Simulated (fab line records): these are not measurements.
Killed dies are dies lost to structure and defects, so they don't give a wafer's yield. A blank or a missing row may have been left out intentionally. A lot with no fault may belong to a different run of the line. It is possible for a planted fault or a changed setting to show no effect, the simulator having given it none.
Which tool is to blame? || flow sky130 || Sampling: 11 lots, 33 wafers, 3 of 708 route steps

## WHAT THE GAUGES SHOWED, per wafer
SKY_VIA3_THK_MEAS_23: measures by xrf.
{"lot": "L664", "measured": "day 39 09:46", "on": "film_metro-03", "VIA3_W_THK (nm)": "387 391 392"}
{"lot": "L665", "measured": "day 39 23:23", "on": "film_metro-02", "VIA3_W_THK (nm)": "381 384 378"}
{"lot": "L668", "measured": "day 41 02:52", "on": "film_metro-02", "VIA3_W_THK (nm)": "378 398 385"}
{"lot": "L672", "measured": "day 42 05:56", "on": "film_metro-03", "VIA3_W_THK (nm)": "380 403 381"}
{"lot": "L676", "measured": "day 43 06:08", "on": "film_metro-03", "VIA3_W_THK (nm)": "398 397 372"}
{"lot": "L680", "measured": "day 44 03:14", "on": "film_metro-03", "VIA3_W_THK (nm)": "375 382 378"}
{"lot": "L677", "measured": "day 44 08:02", "on": "film_metro-03", "VIA3_W_THK (nm)": "401 380 394"}
{"lot": "L681", "measured": "day 44 11:06", "on": "film_metro-04", "VIA3_W_THK (nm)": "376 376 377"}
{"lot": "L685", "measured": "day 45 09:31", "on": "film_metro-02", "VIA3_W_THK (nm)": "384 393 381"}
{"lot": "L686", "measured": "day 45 16:35", "on": "film_metro-02", "VIA3_W_THK (nm)": "403 402 385"}
{"lot": "L687", "measured": "day 45 21:07", "on": "film_metro-02", "VIA3_W_THK (nm)": "404 401 382"}

SKY_METAL4_CD_MEAS_13: the cd target is 300 nm.
{"lot": "L664", "measured": "day 41 11:11", "on": "cd_sem-02", "cd_nm (nm)": "301.3 302.0 301.0"}
{"lot": "L665", "measured": "day 42 00:30", "on": "cd_sem-01", "cd_nm (nm)": "300.5 300.0 299.1"}
{"lot": "L668", "measured": "day 43 02:32", "on": "cd_sem-02", "cd_nm (nm)": "298.7 300.3 300.2"}
{"lot": "L672", "measured": "day 44 03:49", "on": "cd_sem-02", "cd_nm (nm)": "302.0 299.7 301.2"}
{"lot": "L676", "measured": "day 45 02:29", "on": "cd_sem-01", "cd_nm (nm)": "299.8 299.8 300.9"}
{"lot": "L680", "measured": "day 45 23:24", "on": "cd_sem-02", "cd_nm (nm)": "299.2 300.2 299.0"}
{"lot": "L677", "measured": "day 46 04:02", "on": "cd_sem-02", "cd_nm (nm)": "300.7 301.8 301.8"}
{"lot": "L681", "measured": "day 46 06:03", "on": "cd_sem-02", "cd_nm (nm)": "300.7 299.7 299.9"}
{"lot": "L685", "measured": "day 47 04:14", "on": "cd_sem-02", "cd_nm (nm)": "300.0 299.5 299.7"}
{"lot": "L686", "measured": "day 47 10:32", "on": "cd_sem-02", "cd_nm (nm)": "296.9 299.8 299.1"}
{"lot": "L687", "measured": "day 47 14:42", "on": "cd_sem-01", "cd_nm (nm)": "299.7 299.8 298.7"}

## WHAT TOOL EACH LOT RAN ON (gives the tool, then ch and the chambers of the sampled wafers, and finally the start)
{"lot": "L664", "SKY_VIA3_CMP_24": "cmp-02 ch 1,2, day 39 09:53"}
{"lot": "L665", "SKY_VIA3_CMP_24": "cmp-02 ch 0,1, day 39 23:26"}
{"lot": "L668", "SKY_VIA3_CMP_24": "cmp-02 ch 1,2,3, day 41 02:56"}
{"lot": "L672", "SKY_VIA3_CMP_24": "cmp-01 ch 0,2,3, day 42 06:00"}
{"lot": "L676", "SKY_VIA3_CMP_24": "cmp-02 ch 0,2, day 43 06:14"}
{"lot": "L680", "SKY_VIA3_CMP_24": "cmp-02 ch 0,1,3, day 44 03:23"}
{"lot": "L677", "SKY_VIA3_CMP_24": "cmp-01 ch 0,2, day 44 08:19"}
{"lot": "L681", "SKY_VIA3_CMP_24": "cmp-01 ch 0,2,3, day 44 11:15"}
{"lot": "L685", "SKY_VIA3_CMP_24": "cmp-01 ch 0,1,2, day 45 09:41"}
{"lot": "L686", "SKY_VIA3_CMP_24": "cmp-02 ch 1,2,3, day 45 16:38"}
{"lot": "L687", "SKY_VIA3_CMP_24": "cmp-01 ch 1,2,3, day 45 21:15"}
- SKY_VIA3_CMP_24: polishes, stops on SiO2, t overpolish 20 s, target thk 0 nm.

## AS READ BY THE TOOLS THEMSELVES (means over the sampled wafers that have a number; for cases with no such wafer, the mark the record gives instead)
SKY_VIA3_CMP_24.
{"lot": "L664", "tool": "cmp-02", "head_pressure_psi (psi)": 3.506, "motor_current_A (A)": 12.0, "overpolish_run_s (s)": 20.008, "time_to_endpoint_s (s)": 95}
{"lot": "L665", "tool": "cmp-02", "head_pressure_psi (psi)": 3.496, "motor_current_A (A)": 10.9, "overpolish_run_s (s)": 20.002, "time_to_endpoint_s (s)": 97}
{"lot": "L668", "tool": "cmp-02", "head_pressure_psi (psi)": 3.499, "motor_current_A (A)": 12.2, "overpolish_run_s (s)": 20.002, "time_to_endpoint_s (s)": 96}
{"lot": "L672", "tool": "cmp-01", "head_pressure_psi (psi)": 3.494, "motor_current_A (A)": 10.0, "overpolish_run_s (s)": 20.007, "time_to_endpoint_s (s)": 98}
{"lot": "L676", "tool": "cmp-02", "head_pressure_psi (psi)": 3.498, "motor_current_A (A)": 11.7, "overpolish_run_s (s)": 20.005, "time_to_endpoint_s (s)": 96}
{"lot": "L680", "tool": "cmp-02", "head_pressure_psi (psi)": 3.508, "motor_current_A (A)": 11.6, "overpolish_run_s (s)": 20.005, "time_to_endpoint_s (s)": 96}
{"lot": "L677", "tool": "cmp-01", "head_pressure_psi (psi)": 3.500, "motor_current_A (A)": 10.1, "overpolish_run_s (s)": 19.999, "time_to_endpoint_s (s)": 95}
{"lot": "L681", "tool": "cmp-01", "head_pressure_psi (psi)": 3.505, "motor_current_A (A)": 9.9, "overpolish_run_s (s)": 19.997, "time_to_endpoint_s (s)": 93}
{"lot": "L685", "tool": "cmp-01", "head_pressure_psi (psi)": 3.496, "motor_current_A (A)": 10.8, "overpolish_run_s (s)": 19.991, "time_to_endpoint_s (s)": 95}
{"lot": "L686", "tool": "cmp-02", "head_pressure_psi (psi)": 3.499, "motor_current_A (A)": 12.6, "overpolish_run_s (s)": 20.004, "time_to_endpoint_s (s)": 100}
{"lot": "L687", "tool": "cmp-01", "head_pressure_psi (psi)": 3.497, "motor_current_A (A)": 10.6, "overpolish_run_s (s)": 19.999, "time_to_endpoint_s (s)": 99}

## THE ANSWER, worked out from the rows above alone
Rule: what is usual is taken from the lots themselves. Put in order of their means at a reading, lots are off if they are a third of the lots or fewer, leave a main group of 4 or more, and stand apart from it by a gap of 3 or more times the standard deviation of the main group's means; of several such gaps the widest counts. The tables above print the reading to a certain number of digits; a main group whose means all agree to those digits is not used. A lot without any number at a reading at which 4 lots or more have one is off too. Any other lot the step has rows for is counted as sound. After the gauges, taken in route order, come the tools' own readings; for these a lot's mean is taken, as printed above. At the first step where some lot is off, the reading lying furthest off is the one used; lots without a number count as furthest.
No lot is off at any reading shown: from this, nothing can be told.

## WHAT THE SIMULATOR PUT IN
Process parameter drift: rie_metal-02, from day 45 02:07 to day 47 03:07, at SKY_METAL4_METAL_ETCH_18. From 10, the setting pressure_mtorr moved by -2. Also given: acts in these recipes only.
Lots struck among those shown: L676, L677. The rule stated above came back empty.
